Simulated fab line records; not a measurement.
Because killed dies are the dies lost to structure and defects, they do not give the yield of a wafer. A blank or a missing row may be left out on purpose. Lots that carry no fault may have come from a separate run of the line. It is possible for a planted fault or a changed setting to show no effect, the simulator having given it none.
Chamber matching | flow gf180mcu | GF_V1_CMP_04 on cmp-01: 4 sister chambers
The step polishes SiO2. 8 wafers are shown with their chamber, then 7 later ones without.

## WAFERS, EACH WITH ITS CHAMBER
wafer  | chamber | motor_current_A (A) | time_to_endpoint_s (s)
L372.1 | 1       | 12.7                | 80
L374.4 | 1       | 13.2                | 87
L385.2 | 3       | 12.0                | 77
L385.4 | 2       | 13.8                | 81
L387.2 | 2       | 13.8                | 83
L387.3 | 3       | 11.7                | 79
L389.1 | 0       | 14.0                | 83
L389.5 | 0       | 14.1                | 76

## WAFERS MISSING THEIR CHAMBER
wafer  | motor_current_A (A) | time_to_endpoint_s (s)
L389.6 | 11.3                | 94
L390.2 | 11.8                | 82
L390.5 | 13.9                | 84
L390.6 | 11.9                | 90
L392.2 | 13.9                | 76
L392.3 | 11.9                | 80
L392.6 | 14.1                | 80

## EACH ONE'S CHAMBER
wafer  | from the rows above     | in truth
L389.6 | 3                       | 3
L390.2 | 3                       | 3
L390.5 | can't be placed: 2 or 0 | 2
L390.6 | 3                       | 3
L392.2 | can't be placed: 0 or 2 | 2
L392.3 | 3                       | 3
L392.6 | can't be placed: 0 or 2 | 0
Correct placement for 4 of the 7. Cannot be placed on the basis of these rows: 3; the candidates contain the true chamber in 3. 0 placed wrongly.
How it was worked out, from the rows above alone: a wafer's distance from a chamber is the root of the sum, over the readings, of the square of ((its reading less the chamber's mean) divided by the reading's scatter). The wafer belongs to the nearest chamber; if the next one is less than 2 further off, it can't be placed. A chamber's mean is the mean of its shown wafers. The scatter: the root of (the sum of the squares of (reading less its chamber's mean) over the shown wafers, divided by (wafers less chambers)).
